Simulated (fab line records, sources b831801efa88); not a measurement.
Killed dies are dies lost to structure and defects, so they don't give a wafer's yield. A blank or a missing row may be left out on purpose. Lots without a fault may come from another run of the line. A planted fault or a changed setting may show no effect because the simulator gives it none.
Problem report in the 8D (eight disciplines) form, filled by code | flow sky130 | the parts of the form that need people (team, actions taken, sign-off) are left out

1. THE PROBLEM
dose_ions_cm2 at SKY_NWELL_IMPLANT_13 reads a mean of 6.436e+11 on 9 wafers of 3 lots; wafers without a fault read 7.001e+11 with a standard deviation of 8.8e+08. That is -64 standard deviations from the usual mean.
First seen on wafer L572.1, day 7 08:08, on implanter-03. The record holds 21 wafers of 7 lots with a number at this step. Rule for "out", or "out of limits": more than 4 standard deviations from the usual mean. The other wafers with a number count as sound.

2. WHAT IT IS AND WHAT IT IS NOT
question                    | is                     | is not
which readings at this step | dose_ions_cm2          | end_station_pressure_torr
which lots                  | L572, L573, L574       | L563, L564, L578, L582
which wafers of those lots  | all that have a number | -
read on which tools         | implanter-03           | implanter-01, implanter-04
when                        | from day 7 08:08       | up to then (6 sound wafers); but 6 sound wafers of L578, L582 came after

3. SUSPECTS, AND WHAT RULES EACH OUT
Counting: a tool at a process step up to the reading stays a suspect if it ran every lot that is out and no sound lot after the first of them.
- implanter-03 at SKY_NWELL_IMPLANT_13: kept. It ran every lot that is out, first L572 (day 7 08:08), and no sound lot after that; its last sound lot up to then is L564 (day 5 14:34). Its own readings are out on those wafers: dose_ions_cm2.
Left after counting: implanter-03 at SKY_NWELL_IMPLANT_13.

4. THE CAUSE (what the simulator had put in)
Process parameter drift: implanter-03, from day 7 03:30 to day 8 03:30, at SKY_NWELL_IMPLANT_13. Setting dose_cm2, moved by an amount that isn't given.
Counting left only this tool.

5. THE CHAIN OF EFFECTS, in route order
Each row: a reading whose mean over the struck wafers that have a number lies more than 3 standard deviations from the usual. Only readings for which the record gives a usual standard deviation are gone through. hours: the time from each lot's start at the first step in this table that gives one to its start at this step, as a median over the lots. sigmas: the change in usual standard deviations.
hours | step                 | reading            | usual     | on struck wafers | change     | sigmas
0     | SKY_NWELL_IMPLANT_13 | dose_ions_cm2      | 7.001e+11 | 6.436e+11        | -5.646e+10 | -64
0     | SKY_NWELL_IMPLANT_13 | faraday_current_uA | 3.94      | 3.64             | -0.30      | -4.0
The process steps in it:
- SKY_NWELL_IMPLANT_13

6. WHAT WOULD HAVE CAUGHT IT SOONER
In this record the first reading out of limits was taken at day 7 08:08, 5 hours after the fault began at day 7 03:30.
